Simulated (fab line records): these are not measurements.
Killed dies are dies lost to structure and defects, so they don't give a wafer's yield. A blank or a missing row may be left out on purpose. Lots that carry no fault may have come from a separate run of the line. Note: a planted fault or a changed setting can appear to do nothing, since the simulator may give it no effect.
Which tool was responsible? || flow gf180mcu || 24 lots, 72 wafers sampled, at 4 steps of a route of 602

WHAT THE GAUGES SHOWED, per wafer
GF_V1_THK_MEAS_25: measures by xrf. Usual: V1_W_THK 340 nm, standard deviation 5.1.
{"lot": "L074", "measured": "day 18 09:25", "on": "film metro-02", "V1_W_THK (nm)": "342 350 345", "flag": ""}
{"lot": "L075", "measured": "day 19 09:12", "on": "film metro-01", "V1_W_THK (nm)": "347 350 351", "flag": ""}
{"lot": "L077", "measured": "day 20 00:58", "on": "film metro-02", "V1_W_THK (nm)": "341 337 340", "flag": ""}
{"lot": "L076", "measured": "day 20 05:55", "on": "film metro-02", "V1_W_THK (nm)": "336 335 338", "flag": ""}
{"lot": "L078", "measured": "day 20 12:55", "on": "film metro-01", "V1_W_THK (nm)": "344 340 336", "flag": ""}
{"lot": "L079", "measured": "day 20 18:10", "on": "film metro-02", "V1_W_THK (nm)": "331 339 331", "flag": ""}
{"lot": "L080", "measured": "day 21 07:53", "on": "film metro-03", "V1_W_THK (nm)": "339 333 329", "flag": ""}
{"lot": "L082", "measured": "day 22 07:11", "on": "film metro-01", "V1_W_THK (nm)": "341 339 339", "flag": ""}
{"lot": "L081", "measured": "day 22 07:17", "on": "film metro-03", "V1_W_THK (nm)": "330 345 339", "flag": ""}
{"lot": "L084", "measured": "day 22 09:27", "on": "film metro-03", "V1_W_THK (nm)": "339 336 336", "flag": ""}
{"lot": "L083", "measured": "day 22 12:04", "on": "film metro-02", "V1_W_THK (nm)": "333 343 336", "flag": ""}
{"lot": "L085", "measured": "day 22 16:43", "on": "film metro-02", "V1_W_THK (nm)": "331 337 335", "flag": ""}
{"lot": "L086", "measured": "day 23 07:49", "on": "film metro-02", "V1_W_THK (nm)": "338 338 338", "flag": ""}
{"lot": "L087", "measured": "day 23 11:30", "on": "film metro-02", "V1_W_THK (nm)": "338 336 337", "flag": ""}
{"lot": "L088", "measured": "day 23 18:59", "on": "film metro-02", "V1_W_THK (nm)": "340 348 340", "flag": ""}
{"lot": "L089", "measured": "day 24 05:26", "on": "film metro-03", "V1_W_THK (nm)": "340 335 344", "flag": ""}
{"lot": "L090", "measured": "day 24 14:49", "on": "film metro-01", "V1_W_THK (nm)": "347 339 347", "flag": ""}
{"lot": "L091", "measured": "day 24 15:40", "on": "film metro-03", "V1_W_THK (nm)": "343 345 339", "flag": ""}
{"lot": "L092", "measured": "day 25 09:49", "on": "film metro-03", "V1_W_THK (nm)": "339 343 339", "flag": ""}
{"lot": "L093", "measured": "day 25 13:01", "on": "film metro-02", "V1_W_THK (nm)": "341 346 338", "flag": ""}
{"lot": "L094", "measured": "day 25 19:45", "on": "film metro-02", "V1_W_THK (nm)": "340 343 341", "flag": ""}
{"lot": "L095", "measured": "day 26 06:09", "on": "film metro-01", "V1_W_THK (nm)": "334 337 331", "flag": ""}
{"lot": "L096", "measured": "day 26 11:58", "on": "film metro-03", "V1_W_THK (nm)": "345 348 347", "flag": ""}
{"lot": "L097", "measured": "day 26 16:49", "on": "film metro-03", "V1_W_THK (nm)": "351 351 345", "flag": ""}

GF_M4_THK_MEAS_06: measures by xrf. Usual: M4_ALCU_THK 451 nm, standard deviation 5.9.
{"lot": "L074", "measured": "day 22 18:44", "on": "film metro-04", "M4_ALCU_THK (nm)": "450 457 457", "flag": ""}
{"lot": "L075", "measured": "day 23 17:07", "on": "film metro-04", "M4_ALCU_THK (nm)": "451 453 446", "flag": ""}
{"lot": "L077", "measured": "day 24 06:04", "on": "film metro-01", "M4_ALCU_THK (nm)": "446 454 451", "flag": ""}
{"lot": "L076", "measured": "day 24 12:01", "on": "film metro-04", "M4_ALCU_THK (nm)": "452 452 454", "flag": ""}
{"lot": "L078", "measured": "day 24 17:22", "on": "film metro-04", "M4_ALCU_THK (nm)": "455 458 452", "flag": ""}
{"lot": "L079", "measured": "day 24 21:47", "on": "film metro-02", "M4_ALCU_THK (nm)": "456 465 458", "flag": ""}
{"lot": "L080", "measured": "day 25 12:30", "on": "film metro-01", "M4_ALCU_THK (nm)": "440 441 442", "flag": ""}
{"lot": "L082", "measured": "day 26 07:22", "on": "film metro-02", "M4_ALCU_THK (nm)": "452 450 452", "flag": ""}
{"lot": "L081", "measured": "day 26 08:56", "on": "film metro-02", "M4_ALCU_THK (nm)": "466 462 463", "flag": ""}
{"lot": "L084", "measured": "day 26 12:10", "on": "film metro-04", "M4_ALCU_THK (nm)": "452 457 453", "flag": ""}
{"lot": "L083", "measured": "day 26 13:11", "on": "film metro-02", "M4_ALCU_THK (nm)": "448 448 450", "flag": ""}
{"lot": "L085", "measured": "day 26 16:33", "on": "film metro-04", "M4_ALCU_THK (nm)": "451 451 446", "flag": ""}
{"lot": "L086", "measured": "day 27 07:10", "on": "film metro-02", "M4_ALCU_THK (nm)": "456 455 459", "flag": ""}
{"lot": "L087", "measured": "day 27 12:13", "on": "film metro-02", "M4_ALCU_THK (nm)": "450 453 461", "flag": ""}
{"lot": "L088", "measured": "day 27 17:50", "on": "film metro-02", "M4_ALCU_THK (nm)": "446 446 448", "flag": ""}
{"lot": "L089", "measured": "day 28 02:22", "on": "film metro-04", "M4_ALCU_THK (nm)": "458 457 454", "flag": ""}
{"lot": "L090", "measured": "day 28 12:39", "on": "film metro-04", "M4_ALCU_THK (nm)": "452 453 457", "flag": ""}
{"lot": "L091", "measured": "day 28 12:57", "on": "film metro-01", "M4_ALCU_THK (nm)": "449 446 451", "flag": ""}
{"lot": "L092", "measured": "day 29 06:29", "on": "film metro-02", "M4_ALCU_THK (nm)": "454 453 448", "flag": ""}
{"lot": "L093", "measured": "day 29 08:04", "on": "film metro-04", "M4_ALCU_THK (nm)": "451 450 449", "flag": ""}
{"lot": "L094", "measured": "day 29 13:17", "on": "film metro-02", "M4_ALCU_THK (nm)": "454 445 458", "flag": ""}
{"lot": "L095", "measured": "day 29 21:11", "on": "film metro-01", "M4_ALCU_THK (nm)": "437 436 437", "flag": ""}
{"lot": "L096", "measured": "day 30 03:19", "on": "film metro-02", "M4_ALCU_THK (nm)": "449 456 455", "flag": ""}
{"lot": "L097", "measured": "day 30 07:52", "on": "film metro-01", "M4_ALCU_THK (nm)": "447 445 444", "flag": ""}

WHAT TOOL EACH LOT RAN ON (gives the tool, then ch and the chambers of the sampled wafers, and finally the start)
{"lot": "L074", "GF_V3_ETCH_16": "rie diel-03 ch 0,1,3, day 22 16:58", "GF_M4_SPUTTER_00": "pvd sputter-03, day 22 18:23"}
{"lot": "L075", "GF_V3_ETCH_16": "rie diel-04 ch 0,1, day 23 15:25", "GF_M4_SPUTTER_00": "pvd sputter-03, day 23 16:46"}
{"lot": "L077", "GF_V3_ETCH_16": "rie diel-01 ch 1,2,3, day 24 04:22", "GF_M4_SPUTTER_00": "pvd sputter-04, day 24 05:43"}
{"lot": "L076", "GF_V3_ETCH_16": "rie diel-03 ch 0,3, day 24 10:19", "GF_M4_SPUTTER_00": "pvd sputter-04, day 24 11:40"}
{"lot": "L078", "GF_V3_ETCH_16": "rie diel-01 ch 1,2,3, day 24 15:40", "GF_M4_SPUTTER_00": "pvd sputter-02, day 24 17:01"}
{"lot": "L079", "GF_V3_ETCH_16": "rie diel-03 ch 1,2, day 24 20:04", "GF_M4_SPUTTER_00": "pvd sputter-03, day 24 21:27"}
{"lot": "L080", "GF_V3_ETCH_16": "rie diel-04 ch 1,2,3, day 25 10:49", "GF_M4_SPUTTER_00": "pvd sputter-04, day 25 12:10"}
{"lot": "L082", "GF_V3_ETCH_16": "rie diel-04 ch 0,1, day 26 05:40", "GF_M4_SPUTTER_00": "pvd sputter-02, day 26 07:02"}
{"lot": "L081", "GF_V3_ETCH_16": "rie diel-04 ch 0,1,2, day 26 07:14", "GF_M4_SPUTTER_00": "pvd sputter-02, day 26 08:35"}
{"lot": "L084", "GF_V3_ETCH_16": "rie diel-03 ch 0,2,3, day 26 10:28", "GF_M4_SPUTTER_00": "pvd sputter-03, day 26 11:49"}
{"lot": "L083", "GF_V3_ETCH_16": "rie diel-04 ch 1,2, day 26 11:28", "GF_M4_SPUTTER_00": "pvd sputter-03, day 26 12:49"}
{"lot": "L085", "GF_V3_ETCH_16": "rie diel-03 ch 0,2, day 26 14:52", "GF_M4_SPUTTER_00": "pvd sputter-02, day 26 16:13"}
{"lot": "L086", "GF_V3_ETCH_16": "rie diel-03 ch 0,1,2, day 27 05:28", "GF_M4_SPUTTER_00": "pvd sputter-02, day 27 06:49"}
{"lot": "L087", "GF_V3_ETCH_16": "rie diel-01 ch 0,3, day 27 10:31", "GF_M4_SPUTTER_00": "pvd sputter-03, day 27 11:52"}
{"lot": "L088", "GF_V3_ETCH_16": "rie diel-01 ch 0,1, day 27 16:07", "GF_M4_SPUTTER_00": "pvd sputter-02, day 27 17:31"}
{"lot": "L089", "GF_V3_ETCH_16": "rie diel-01 ch 0,1,2, day 28 00:40", "GF_M4_SPUTTER_00": "pvd sputter-02, day 28 02:01"}
{"lot": "L090", "GF_V3_ETCH_16": "rie diel-01 ch 1,2,3, day 28 10:34", "GF_M4_SPUTTER_00": "pvd sputter-02, day 28 12:19"}
{"lot": "L091", "GF_V3_ETCH_16": "rie diel-03 ch 0,3, day 28 10:58", "GF_M4_SPUTTER_00": "pvd sputter-03, day 28 12:37"}
{"lot": "L092", "GF_V3_ETCH_16": "rie diel-04 ch 1,2,3, day 29 04:43", "GF_M4_SPUTTER_00": "pvd sputter-03, day 29 06:07"}
{"lot": "L093", "GF_V3_ETCH_16": "rie diel-01 ch 0,1,3, day 29 06:22", "GF_M4_SPUTTER_00": "pvd sputter-04, day 29 07:43"}
{"lot": "L094", "GF_V3_ETCH_16": "rie diel-01 ch 0,3, day 29 11:16", "GF_M4_SPUTTER_00": "pvd sputter-03, day 29 12:57"}
{"lot": "L095", "GF_V3_ETCH_16": "rie diel-03 ch 0,2,3, day 29 19:28", "GF_M4_SPUTTER_00": "pvd sputter-03, day 29 20:49"}
{"lot": "L096", "GF_V3_ETCH_16": "rie diel-04 ch 0,3, day 30 01:34", "GF_M4_SPUTTER_00": "pvd sputter-04, day 30 02:55"}
{"lot": "L097", "GF_V3_ETCH_16": "rie diel-03 ch 0,1,2, day 30 06:07", "GF_M4_SPUTTER_00": "pvd sputter-04, day 30 07:31"}
- GF_V3_ETCH_16: etches BARC in N2/H2.
- GF_M4_SPUTTER_00: material Ti, target thk 37.5 nm, time 150 s.

AS READ BY THE TOOLS THEMSELVES (means over the sampled wafers that have a number; for cases with no such wafer, the mark the record gives instead)
GF_V3_ETCH_16. Usual: drypump motor current A 6.0 A, standard deviation 0.49; oes product au 0.855 a.u., standard deviation 0.0046; throttle valve pct 13.224 %, standard deviation 0.0099.
{"lot": "L074", "tool": "rie diel-03", "drypump motor current A (A)": 6.1, "oes product au (a.u.)": 0.856, "throttle valve pct (%)": 13.225, "flag": ""}
{"lot": "L075", "tool": "rie diel-04", "drypump motor current A (A)": 5.9, "oes product au (a.u.)": 0.853, "throttle valve pct (%)": 13.224, "flag": ""}
{"lot": "L077", "tool": "rie diel-01", "drypump motor current A (A)": 6.3, "oes product au (a.u.)": 0.856, "throttle valve pct (%)": 13.224, "flag": ""}
{"lot": "L076", "tool": "rie diel-03", "drypump motor current A (A)": 6.1, "oes product au (a.u.)": 0.855, "throttle valve pct (%)": 13.220, "flag": ""}
{"lot": "L078", "tool": "rie diel-01", "drypump motor current A (A)": 6.3, "oes product au (a.u.)": 0.855, "throttle valve pct (%)": 13.231, "flag": ""}
{"lot": "L079", "tool": "rie diel-03", "drypump motor current A (A)": 5.6, "oes product au (a.u.)": 0.854, "throttle valve pct (%)": 13.227, "flag": ""}
{"lot": "L080", "tool": "rie diel-04", "drypump motor current A (A)": 5.9, "oes product au (a.u.)": 0.859, "throttle valve pct (%)": 13.222, "flag": ""}
{"lot": "L082", "tool": "rie diel-04", "drypump motor current A (A)": 5.9, "oes product au (a.u.)": 0.855, "throttle valve pct (%)": 13.227, "flag": ""}
{"lot": "L081", "tool": "rie diel-04", "drypump motor current A (A)": 5.7, "oes product au (a.u.)": 0.856, "throttle valve pct (%)": 13.222, "flag": ""}
{"lot": "L084", "tool": "rie diel-03", "drypump motor current A (A)": 5.9, "oes product au (a.u.)": 0.854, "throttle valve pct (%)": 13.219, "flag": ""}
{"lot": "L083", "tool": "rie diel-04", "drypump motor current A (A)": 5.8, "oes product au (a.u.)": 0.857, "throttle valve pct (%)": 13.229, "flag": ""}
{"lot": "L085", "tool": "rie diel-03", "drypump motor current A (A)": 5.6, "oes product au (a.u.)": 0.853, "throttle valve pct (%)": 13.234, "flag": ""}
{"lot": "L086", "tool": "rie diel-03", "drypump motor current A (A)": 5.7, "oes product au (a.u.)": 0.854, "throttle valve pct (%)": 13.223, "flag": ""}
{"lot": "L087", "tool": "rie diel-01", "drypump motor current A (A)": 5.9, "oes product au (a.u.)": 0.854, "throttle valve pct (%)": 13.226, "flag": ""}
{"lot": "L088", "tool": "rie diel-01", "drypump motor current A (A)": 6.1, "oes product au (a.u.)": 0.860, "throttle valve pct (%)": 13.220, "flag": ""}
{"lot": "L089", "tool": "rie diel-01", "drypump motor current A (A)": 6.0, "oes product au (a.u.)": 0.852, "throttle valve pct (%)": 13.228, "flag": ""}
{"lot": "L090", "tool": "rie diel-01", "drypump motor current A (A)": 6.3, "oes product au (a.u.)": 0.854, "throttle valve pct (%)": 13.225, "flag": ""}
{"lot": "L091", "tool": "rie diel-03", "drypump motor current A (A)": 6.2, "oes product au (a.u.)": 0.851, "throttle valve pct (%)": 13.228, "flag": ""}
{"lot": "L092", "tool": "rie diel-04", "drypump motor current A (A)": 5.9, "oes product au (a.u.)": 0.853, "throttle valve pct (%)": 13.229, "flag": ""}
{"lot": "L093", "tool": "rie diel-01", "drypump motor current A (A)": 6.0, "oes product au (a.u.)": 0.859, "throttle valve pct (%)": 13.222, "flag": ""}
{"lot": "L094", "tool": "rie diel-01", "drypump motor current A (A)": 5.9, "oes product au (a.u.)": 0.858, "throttle valve pct (%)": 13.215, "flag": ""}
{"lot": "L095", "tool": "rie diel-03", "drypump motor current A (A)": 5.9, "oes product au (a.u.)": 0.855, "throttle valve pct (%)": 13.222, "flag": ""}
{"lot": "L096", "tool": "rie diel-04", "drypump motor current A (A)": 6.1, "oes product au (a.u.)": 0.850, "throttle valve pct (%)": 13.215, "flag": ""}
{"lot": "L097", "tool": "rie diel-03", "drypump motor current A (A)": 5.6, "oes product au (a.u.)": 0.860, "throttle valve pct (%)": 13.230, "flag": ""}

GF_M4_SPUTTER_00. Usual: throttle valve pct 30.5 %, standard deviation 1.3.
{"lot": "L074", "tool": "pvd sputter-03", "throttle valve pct (%)": 29.7, "flag": ""}
{"lot": "L075", "tool": "pvd sputter-03", "throttle valve pct (%)": 30.8, "flag": ""}
{"lot": "L077", "tool": "pvd sputter-04", "throttle valve pct (%)": 29.5, "flag": ""}
{"lot": "L076", "tool": "pvd sputter-04", "throttle valve pct (%)": 30.1, "flag": ""}
{"lot": "L078", "tool": "pvd sputter-02", "throttle valve pct (%)": 30.5, "flag": ""}
{"lot": "L079", "tool": "pvd sputter-03", "throttle valve pct (%)": 31.1, "flag": ""}
{"lot": "L080", "tool": "pvd sputter-04", "throttle valve pct (%)": 30.3, "flag": ""}
{"lot": "L082", "tool": "pvd sputter-02", "throttle valve pct (%)": 30.4, "flag": ""}
{"lot": "L081", "tool": "pvd sputter-02", "throttle valve pct (%)": 30.5, "flag": ""}
{"lot": "L084", "tool": "pvd sputter-03", "throttle valve pct (%)": 29.3, "flag": ""}
{"lot": "L083", "tool": "pvd sputter-03", "throttle valve pct (%)": 31.8, "flag": ""}
{"lot": "L085", "tool": "pvd sputter-02", "throttle valve pct (%)": 30.7, "flag": ""}
{"lot": "L086", "tool": "pvd sputter-02", "throttle valve pct (%)": 30.4, "flag": ""}
{"lot": "L087", "tool": "pvd sputter-03", "throttle valve pct (%)": 30.8, "flag": ""}
{"lot": "L088", "tool": "pvd sputter-02", "throttle valve pct (%)": 30.4, "flag": ""}
{"lot": "L089", "tool": "pvd sputter-02", "throttle valve pct (%)": 30.6, "flag": ""}
{"lot": "L090", "tool": "pvd sputter-02", "throttle valve pct (%)": 29.9, "flag": ""}
{"lot": "L091", "tool": "pvd sputter-03", "throttle valve pct (%)": 31.5, "flag": ""}
{"lot": "L092", "tool": "pvd sputter-03", "throttle valve pct (%)": 31.5, "flag": ""}
{"lot": "L093", "tool": "pvd sputter-04", "throttle valve pct (%)": 29.6, "flag": ""}
{"lot": "L094", "tool": "pvd sputter-03", "throttle valve pct (%)": 29.8, "flag": ""}
{"lot": "L095", "tool": "pvd sputter-03", "throttle valve pct (%)": 31.9, "flag": ""}
{"lot": "L096", "tool": "pvd sputter-04", "throttle valve pct (%)": 29.9, "flag": ""}
{"lot": "L097", "tool": "pvd sputter-04", "throttle valve pct (%)": 29.1, "flag": ""}

THE ANSWER, worked out from the rows above alone
Rule: a lot counts as off when the mean over its wafers that have a number is more than 3 standard deviations away from the usual mean. Also off: a lot with no number at a reading for which 4 or more lots have one. Where the step has rows for the other lots, those lots are counted as sound. First the gauges in route order, then the tools' own readings, where a lot's mean is used as printed above. At the first step where some lot is off, the reading lying furthest off is the one used; lots without a number count as furthest.
No lot is off at any reading shown: from this, nothing can be told.

WHAT THE SIMULATOR HAD INSERTED
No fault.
